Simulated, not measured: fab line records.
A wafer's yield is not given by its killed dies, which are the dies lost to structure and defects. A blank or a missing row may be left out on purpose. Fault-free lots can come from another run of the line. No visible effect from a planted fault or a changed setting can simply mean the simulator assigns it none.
Which of the tools did it?    flow sfqLine    route of 325 steps, sampled at 1 step: 14 lots, 42 wafers

## WHAT THE GAUGES READ, wafer by wafer
The record holds no reading of a measuring or inspecting step that can be judged against a usual standard deviation.

## EACH LOT AND THE TOOL THAT RAN IT (in order: tool; ch and the chambers of the sampled wafers; start)
lot   SFQ_TRILAYER_I4_VIA_LITHO_DEVELOP_105
L327  lithoTrack-03 ch 0, day 46 21:44
L328  lithoTrack-03 ch 0, day 46 22:56
L329  lithoTrack-03 ch 0, day 47 00:10
L331  lithoTrack-03 ch 0, day 53 16:05
L332  lithoTrack-04 ch 0, day 53 22:05
L333  lithoTrack-03 ch 0, day 53 23:16
L335  lithoTrack-03 ch 0, day 54 10:41
L336  lithoTrack-01 ch 0, day 54 14:17
L339  lithoTrack-03 ch 0, day 56 13:23
L345  lithoTrack-01, day 61 21:11
L346  lithoTrack-03, day 62 05:37
L347  lithoTrack-03 ch 0, day 62 06:49
L348  lithoTrack-04 ch 0, day 62 18:55
L349  lithoTrack-03 ch 0, day 63 10:23
- SFQ_TRILAYER_I4_VIA_LITHO_DEVELOP_105: time 60 s.

## WHAT THE TOOLS THEMSELVES READ (means of the sampled wafers that have a number; where no wafer has one, the mark that the record gives instead)
SFQ_TRILAYER_I4_VIA_LITHO_DEVELOP_105. Usual: chillPlateTempC 22.98 C, standard deviation 0.11; exhaustPa 45.0 Pa, standard deviation 0.93.
lot   tool           chillPlateTempC (C)  exhaustPa (Pa)  flag
L327  lithoTrack-03  22.84                45.0            
L328  lithoTrack-03  23.00                44.4            
L329  lithoTrack-03  22.91                45.5            
L331  lithoTrack-03  22.87                46.3            
L332  lithoTrack-04  23.00                45.2            
L333  lithoTrack-03  23.04                44.5            
L335  lithoTrack-03  22.95                44.2            
L336  lithoTrack-01  23.00                45.1            
L339  lithoTrack-03  22.92                44.4            
L345  lithoTrack-01  -                    -               OFF
L346  lithoTrack-03  -                    -               OFF
L347  lithoTrack-03  22.82                45.9            
L348  lithoTrack-04  22.94                45.1            
L349  lithoTrack-03  23.03                45.8            

## THE ANSWER, worked out from the rows above alone
Rule: a lot counts as off when the mean over its wafers that have a number is more than 3 standard deviations away from the usual mean. A lot without any number at a reading at which 4 lots or more have one is off too. The other lots that the step has rows for count as sound. The gauges are gone through in route order, then the tools' own readings, and for those a lot's mean is taken as printed above. The first step at which some lot is off is used, and at that step the reading that is off furthest; a lot without a number counts as furthest.
Off: L345, L346, at SFQ_TRILAYER_I4_VIA_LITHO_DEVELOP_105 (chillPlateTempC). Without a number there: L345, L346.
If a tool, at that step or one of the process steps before it, ran each lot that is off and ran no sound lot following the first of them, it fits. Not one of the candidates tried fits.

## WHAT THE SIMULATOR PUT IN
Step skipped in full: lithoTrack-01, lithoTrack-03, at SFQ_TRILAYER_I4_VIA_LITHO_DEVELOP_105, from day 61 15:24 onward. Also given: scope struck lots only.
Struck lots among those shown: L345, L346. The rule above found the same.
